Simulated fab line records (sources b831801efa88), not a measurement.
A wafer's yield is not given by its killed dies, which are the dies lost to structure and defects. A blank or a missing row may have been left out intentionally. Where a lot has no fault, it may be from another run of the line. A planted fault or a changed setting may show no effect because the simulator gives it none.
Which tool was responsible?	flow gf180mcu	Sampling: 24 lots, 72 wafers, 5 of 602 route steps

## WHAT THE GAUGES READ, wafer by wafer
GF_M2_RS_MEAS_05: measurement is done with a four-point probe. Usual: M2_ALCU_RS typically reads 0.0693 ohm/sq, with standard deviation 0.00066.
lot	measured	on	M2_ALCU_RS (ohm/sq)	flag
L074	day 17 19:44	film-metro-04	0.0690 0.0682 0.0692	
L075	day 18 01:09	film-metro-02	0.0686 0.0690 0.0685	
L076	day 18 22:20	film-metro-04	0.0693 0.0689 0.0685	
L077	day 19 01:11	film-metro-03	0.0697 0.0695 0.0700	
L078	day 19 17:43	film-metro-03	0.0691 0.0694 0.0695	
L080	day 20 09:22	film-metro-02	0.0702 0.0707 0.0695	
L079	day 20 09:25	film-metro-04	0.0686 0.0684 0.0684	
L081	day 21 03:13	film-metro-02	0.0693 0.0694 0.0697	
L082	day 21 09:52	film-metro-03	0.0681 0.0693 0.0691	
L083	day 22 07:49	film-metro-03	0.0706 0.0711 0.0710	
L085	day 22 10:25	film-metro-04	0.0687 0.0693 0.0698	
L084	day 22 16:04	film-metro-02	0.0705 0.0703 0.0694	
L086	day 23 05:43	film-metro-03	0.0697 0.0702 0.0697	
L087	day 23 06:23	film-metro-04	0.0687 0.0688 0.0684	
L088	day 23 17:59	film-metro-02	0.0694 0.0701 0.0696	
L089	day 23 22:32	film-metro-04	0.0692 0.0686 0.0690	
L090	day 24 10:00	film-metro-04	0.0692 0.0691 0.0691	
L092	day 24 13:06	film-metro-04	0.0695 0.0705 0.0692	
L091	day 24 15:01	film-metro-04	0.0693 0.0684 0.0696	
L093	day 25 01:43	film-metro-02	0.0700 0.0699 0.0695	
L094	day 25 10:08	film-metro-02	0.0687 0.0691 0.0691	
L095	day 25 22:07	film-metro-04	0.0700 0.0699 0.0690	
L096	day 26 01:26	film-metro-03	0.0685 0.0686 0.0687	
L097	day 26 11:31	film-metro-02	0.0686 0.0685 0.0693	

GF_V4_BOW_MEAS_05. Usual: V4_BOW typically reads 136 um, with standard deviation 8.4.
lot	measured	on	V4_BOW (um)	flag
L074	day 23 01:49	film-metro-02	127 133 142	
L075	day 23 08:13	film-metro-02	116 136 132	
L076	day 24 03:58	film-metro-01	138 126 134	
L077	day 24 07:12	film-metro-03	137 141 136	
L078	day 24 20:02	film-metro-02	151 149 153	
L080	day 25 11:22	film-metro-03	130 135 135	
L079	day 25 12:35	film-metro-02	143 125 144	
L081	day 26 03:52	film-metro-02	145 134 138	
L082	day 26 09:25	film-metro-03	137 141 142	
L083	day 27 04:25	film-metro-02	129 146 148	
L085	day 27 05:08	film-metro-02	158 148 141	
L084	day 27 12:39	film-metro-02	131 124 138	
L086	day 28 00:42	film-metro-01	123 122 125	
L087	day 28 00:55	film-metro-03	129 122 128	
L088	day 28 09:37	film-metro-02	142 134 149	
L089	day 28 12:21	film-metro-03	142 129 130	
L090	day 28 22:39	film-metro-02	135 148 144	
L092	day 29 03:40	film-metro-01	139 131 128	
L091	day 29 04:23	film-metro-02	141 142 117	
L093	day 29 13:01	film-metro-02	142 133 131	
L094	day 29 21:35	film-metro-03	116 129 122	
L095	day 30 08:01	film-metro-01	148 144 139	
L096	day 30 10:34	film-metro-03	139 146 133	
L097	day 30 18:50	film-metro-02	132 138 146	

## WHICH TOOL RAN EACH LOT (tool, then ch and the chambers of the sampled wafers, then the start)
lot	GF_CONTACT_SPUTTER_22	GF_M2_STRIP_17	GF_V3_ETCH_16
L074	pvd-sputter-02, day 15 19:10	plasma-asher-02 ch 0,1, day 18 19:34	rie-diel-04 ch 0,2, day 21 23:39
L075	pvd-sputter-02, day 16 00:58	plasma-asher-01 ch 0,1, day 19 01:10	rie-diel-04 ch 0,2, day 22 06:00
L076	pvd-sputter-02, day 16 17:43	plasma-asher-02 ch 0,1, day 19 22:47	rie-diel-04 ch 0,1,2, day 23 02:00
L077	pvd-sputter-03, day 16 22:05	plasma-asher-02 ch 0,1, day 20 01:15	rie-diel-03 ch 0,3, day 23 05:47
L078	pvd-sputter-03, day 17 13:49	plasma-asher-02 ch 0,1, day 20 17:23	rie-diel-02 ch 1,2, day 23 18:56
L080	pvd-sputter-03, day 18 04:52	plasma-asher-02 ch 0,1, day 21 09:23	rie-diel-03 ch 2,3, day 24 10:32
L079	pvd-sputter-01, day 18 04:56	plasma-asher-01 ch 0,1, day 21 09:50	rie-diel-02 ch 0,1,3, day 24 11:42
L081	pvd-sputter-02, day 18 22:43	plasma-asher-02 ch 1, day 22 03:07	rie-diel-03 ch 0,2, day 25 03:45
L082	pvd-sputter-02, day 19 05:30	plasma-asher-01 ch 0,1, day 22 10:08	rie-diel-02 ch 0,2,3, day 25 09:18
L083	pvd-sputter-02, day 20 04:52	plasma-asher-03 ch 0,1, day 23 07:22	rie-diel-02 ch 1,3, day 26 05:33
L085	pvd-sputter-02, day 20 05:53	plasma-asher-03 ch 0,1, day 23 08:39	rie-diel-04 ch 1,2,3, day 26 06:18
L084	pvd-sputter-02, day 20 12:02	plasma-asher-01 ch 0,1, day 23 15:34	rie-diel-02 ch 0,1,2, day 26 14:21
L086	pvd-sputter-03, day 21 02:59	plasma-asher-03 ch 0,1, day 24 04:46	rie-diel-03 ch 0,1,3, day 27 01:47
L087	pvd-sputter-02, day 21 03:20	plasma-asher-02 ch 0, day 24 05:28	rie-diel-04 ch 2,3, day 27 02:15
L088	pvd-sputter-02, day 21 15:04	plasma-asher-03 ch 0,1, day 24 16:50	rie-diel-03 ch 0,1,3, day 27 10:58
L089	pvd-sputter-01, day 21 20:35	plasma-asher-01 ch 0,1, day 24 20:08	rie-diel-02 ch 0,1,3, day 27 14:14
L090	pvd-sputter-02, day 22 08:25	plasma-asher-03 ch 0,1, day 25 08:14	rie-diel-03 ch 0,2, day 28 00:33
L092	pvd-sputter-02, day 22 12:34	plasma-asher-03 ch 0,1, day 25 10:46	rie-diel-04 ch 0,1,3, day 28 05:20
L091	pvd-sputter-03, day 22 13:49	plasma-asher-01 ch 0,1, day 25 12:37	rie-diel-03 ch 1,2,3, day 28 06:35
L093	pvd-sputter-02, day 23 00:49	plasma-asher-03 ch 0,1, day 25 23:36	rie-diel-03 ch 0,1,3, day 28 15:15
L094	pvd-sputter-01, day 23 09:55	plasma-asher-03 ch 0,1, day 26 07:07	rie-diel-03 ch 0,1,3, day 28 23:05
L095	pvd-sputter-01, day 24 00:10	plasma-asher-01 ch 0,1, day 26 18:58	rie-diel-03 ch 0,2,3, day 29 09:57
L096	pvd-sputter-01, day 24 01:41	plasma-asher-03 ch 0,1, day 26 22:08	rie-diel-03 ch 0,2,3, day 29 13:18
L097	pvd-sputter-02, day 24 12:02	plasma-asher-01 ch 0,1, day 27 07:42	rie-diel-04 ch 0,1,3, day 29 21:50
- GF_CONTACT_SPUTTER_22: material Ti, target thk 15 nm, time 80.02 s.
- GF_M2_STRIP_17: strips in O2/N2.
- GF_V3_ETCH_16: etches BARC in N2/H2.

## AS READ BY THE TOOLS THEMSELVES (means over the sampled wafers that have a number; for cases with no such wafer, the mark the record gives instead)
GF_CONTACT_SPUTTER_22. Usual: throttle-valve-pct 30.3 %, standard deviation 1.4.
lot	tool	throttle-valve-pct (%)	flag
L074	pvd-sputter-02	28.7	
L075	pvd-sputter-02	29.4	
L076	pvd-sputter-02	30.2	
L077	pvd-sputter-03	29.9	
L078	pvd-sputter-03	29.8	
L080	pvd-sputter-03	30.7	
L079	pvd-sputter-01	30.7	
L081	pvd-sputter-02	29.7	
L082	pvd-sputter-02	30.3	
L083	pvd-sputter-02	28.8	
L085	pvd-sputter-02	30.9	
L084	pvd-sputter-02	30.1	
L086	pvd-sputter-03	30.3	
L087	pvd-sputter-02	29.0	
L088	pvd-sputter-02	30.8	
L089	pvd-sputter-01	31.3	
L090	pvd-sputter-02	30.1	
L092	pvd-sputter-02	31.6	
L091	pvd-sputter-03	30.2	
L093	pvd-sputter-02	30.1	
L094	pvd-sputter-01	31.4	
L095	pvd-sputter-01	31.2	
L096	pvd-sputter-01	31.3	
L097	pvd-sputter-02	28.7	

GF_M2_STRIP_17. Usual: drypump-motor-current-A 6.0 A, standard deviation 0.51; heater-power-w 325 W, standard deviation 21; n2-flow-sccm 300.1 sccm, standard deviation 0.89; oes-product-au 0.557 a.u., standard deviation 0.0046; strip-time-to-endpoint-s 7.85 s, standard deviation 0.047.
lot	tool	drypump-motor-current-A (A)	heater-power-w (W)	n2-flow-sccm (sccm)	oes-product-au (a.u.)	strip-time-to-endpoint-s (s)	flag
L074	plasma-asher-02	6.0	312	300.7	0.561	7.88	
L075	plasma-asher-01	5.6	318	299.6	0.563	7.94	
L076	plasma-asher-02	6.0	310	299.9	0.555	7.85	
L077	plasma-asher-02	6.2	310	299.4	0.559	7.92	
L078	plasma-asher-02	6.2	305	299.7	0.555	7.93	
L080	plasma-asher-02	6.0	312	299.2	0.556	7.88	
L079	plasma-asher-01	5.6	328	299.8	0.558	7.84	
L081	plasma-asher-02	6.5	303	300.6	0.556	7.81	
L082	plasma-asher-01	5.6	323	299.9	0.554	7.81	
L083	plasma-asher-03	6.1	325	301.2	0.556	7.79	
L085	plasma-asher-03	6.4	341	300.6	0.560	7.82	
L084	plasma-asher-01	5.6	320	300.2	0.559	7.82	
L086	plasma-asher-03	6.1	328	299.7	0.558	7.86	
L087	plasma-asher-02	5.7	314	300.1	0.558	7.86	
L088	plasma-asher-03	6.1	329	300.0	0.552	7.82	
L089	plasma-asher-01	5.6	323	300.0	0.555	7.83	
L090	plasma-asher-03	6.1	327	300.5	0.557	7.82	
L092	plasma-asher-03	6.5	340	299.3	0.558	7.85	
L091	plasma-asher-01	5.4	336	300.0	0.559	7.86	
L093	plasma-asher-03	6.1	327	299.1	0.555	7.83	
L094	plasma-asher-03	6.1	326	301.0	0.554	7.84	
L095	plasma-asher-01	5.6	325	300.9	0.558	7.92	
L096	plasma-asher-03	6.5	338	299.7	0.561	7.83	
L097	plasma-asher-01	5.6	317	300.3	0.554	7.82	

GF_V3_ETCH_16. Usual: drypump-motor-current-A 5.6 A, standard deviation 0.59; n2-flow-sccm 99.98 sccm, standard deviation 0.29; oes-product-au 0.854 a.u., standard deviation 0.0045; throttle-valve-pct 13.224 %, standard deviation 0.0087.
lot	tool	drypump-motor-current-A (A)	n2-flow-sccm (sccm)	oes-product-au (a.u.)	throttle-valve-pct (%)	flag
L074	rie-diel-04	5.9	99.75	0.854	13.224	
L075	rie-diel-04	5.9	99.46	0.853	13.230	
L076	rie-diel-04	5.7	100.11	0.853	13.230	
L077	rie-diel-03	6.1	99.92	0.856	13.224	
L078	rie-diel-02	6.1	100.00	0.855	13.218	
L080	rie-diel-03	5.6	99.95	0.857	13.223	
L079	rie-diel-02	6.1	99.99	0.849	13.219	
L081	rie-diel-03	5.1	99.88	0.856	13.216	
L082	rie-diel-02	5.9	100.10	0.855	13.219	
L083	rie-diel-02	5.9	100.09	0.856	13.220	
L085	rie-diel-04	5.6	99.75	0.850	13.226	
L084	rie-diel-02	6.1	100.21	0.854	13.223	
L086	rie-diel-03	5.6	99.86	0.857	13.227	
L087	rie-diel-04	5.4	100.00	0.853	13.220	
L088	rie-diel-03	5.6	99.86	0.855	13.228	
L089	rie-diel-02	6.1	100.01	0.852	13.224	
L090	rie-diel-03	5.1	100.13	0.856	13.224	
L092	rie-diel-04	5.3	100.06	0.856	13.234	
L091	rie-diel-03	5.6	100.09	0.850	13.226	
L093	rie-diel-03	5.6	99.96	0.854	13.221	
L094	rie-diel-03	5.6	99.95	0.852	13.221	
L095	rie-diel-03	5.6	99.98	0.854	13.226	
L096	rie-diel-03	5.6	100.24	0.851	13.228	
L097	rie-diel-04	5.3	99.82	0.855	13.226	

## THE ANSWER, worked out from the rows above alone
Rule: take the mean of a lot's wafers that have a number; if it is more than 3 standard deviations from the usual mean, the lot is off. Also off: a lot with no number at a reading for which 4 or more lots have one. The other lots that the step has rows for count as sound. The gauges are gone through in route order, then the tools' own readings, and for those a lot's mean is taken as printed above. The first step at which some lot is off is used, and at that step the reading that is off furthest; a lot without a number counts as furthest.
Across all readings shown, no lot is off: no conclusion can be drawn from this.

## WHAT WAS PUT IN BY THE SIMULATOR
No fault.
